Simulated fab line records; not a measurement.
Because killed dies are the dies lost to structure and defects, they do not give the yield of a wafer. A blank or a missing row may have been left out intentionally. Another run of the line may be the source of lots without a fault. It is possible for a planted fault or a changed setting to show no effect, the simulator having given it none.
One fault seen from 2 desks    flow sky130    numbers are kept per desk, each desk with only its own; the story behind them comes last

== METROLOGY DESK ==
What the gauges read, lot by lot, whatever tool the lot ran on: means of the sampled wafers that have a number. If a lot's mean is further than 4 standard deviations from the usual mean, the lot is out of limits and carries the mark OUT (the distance appears in the brackets).
Columns: A = VT_ADJUST_NCORE_TW at SKY_VT_ADJUST_NCORE_TW_MEAS_11, usual 216.4
lot   first seen here  A
L295  day 9 08:54      216.3
L297  day 9 19:34      217.3
L296  day 9 19:36      214.1
L298  day 10 02:28     216.5
L300  day 10 11:55     216.0
L301  day 10 15:07     217.0
L303  day 11 06:34     215.9
L304  day 11 09:30     154.8 (-56) OUT
L305  day 11 19:43     156.6 (-54) OUT
L306  day 12 04:27     155.1 (-56) OUT
L312  day 13 19:35     216.8
L314  day 14 14:18     215.2
L315  day 14 17:03     215.9
L316  day 15 04:19     219.1
L317  day 15 11:41     216.3
This desk's finding: out of limits on L304, L305, L306; first on L304, day 11 09:30 (VT_ADJUST_NCORE_TW at SKY_VT_ADJUST_NCORE_TW_MEAS_11). L295, L297, L296, L298, L300, L301, L303, L312, L314, L315, L316, L317 stayed within limits.

== AT THE TOOL OWNER'S DESK: implanter-02 ==
For each lot that ran on this tool, the mean over its sampled wafers that have a number, from the tool's own readings at SKY_VT_ADJUST_NCORE_IMPLANT_09. If a lot's mean is further than 4 standard deviations from the usual mean, the lot is out of limits and carries the mark OUT (the distance appears in the brackets).
Columns: A = dose_ions_cm2 at SKY_VT_ADJUST_NCORE_IMPLANT_09, usual 2.3994e+12; B = faraday_current_uA at SKY_VT_ADJUST_NCORE_IMPLANT_09, usual 13.55
lot   first seen here  A                             B
L296  day 9 19:21      2.3985e+12                    13.45
L300  day 10 11:41     2.4021e+12                    13.40
L301  day 10 14:54     2.4007e+12                    13.39
L304  day 11 09:15     7.2297e+11 (-99 or more) OUT  4.06 (-35) OUT
L305  day 11 19:30     7.2067e+11 (-99 or more) OUT  4.03 (-35) OUT
L306  day 12 04:12     7.1920e+11 (-99 or more) OUT  4.10 (-35) OUT
L314  day 14 14:03     2.3963e+12                    13.61
L317  day 15 11:29     2.3995e+12                    13.54
Finding of this desk: L304, L305, L306 out of limits; the first was L304 at day 11 09:15, on dose_ions_cm2 at SKY_VT_ADJUST_NCORE_IMPLANT_09. L296, L300, L301, L314, L317 stayed within limits.

== PUT TOGETHER ==
At day 11 09:15, on L304, L305, L306, the tool owner's desk was in a position to raise an alarm.
An alarm was possible from the metrology desk at day 11 09:30, on L304, L305, L306.
On implanter-02, each named lot ran SKY_VT_ADJUST_NCORE_IMPLANT_09.

== WHAT THE SIMULATOR HAD PUT IN ==
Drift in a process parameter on implanter-02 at SKY_VT_ADJUST_NCORE_IMPLANT_09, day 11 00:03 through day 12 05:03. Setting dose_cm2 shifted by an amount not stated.
Struck lots among those shown: L304, L305, L306.
Counting hours from when the fault started, the first reading out of limits came at 9 for the tool owner's desk and at 9 for the metrology desk.
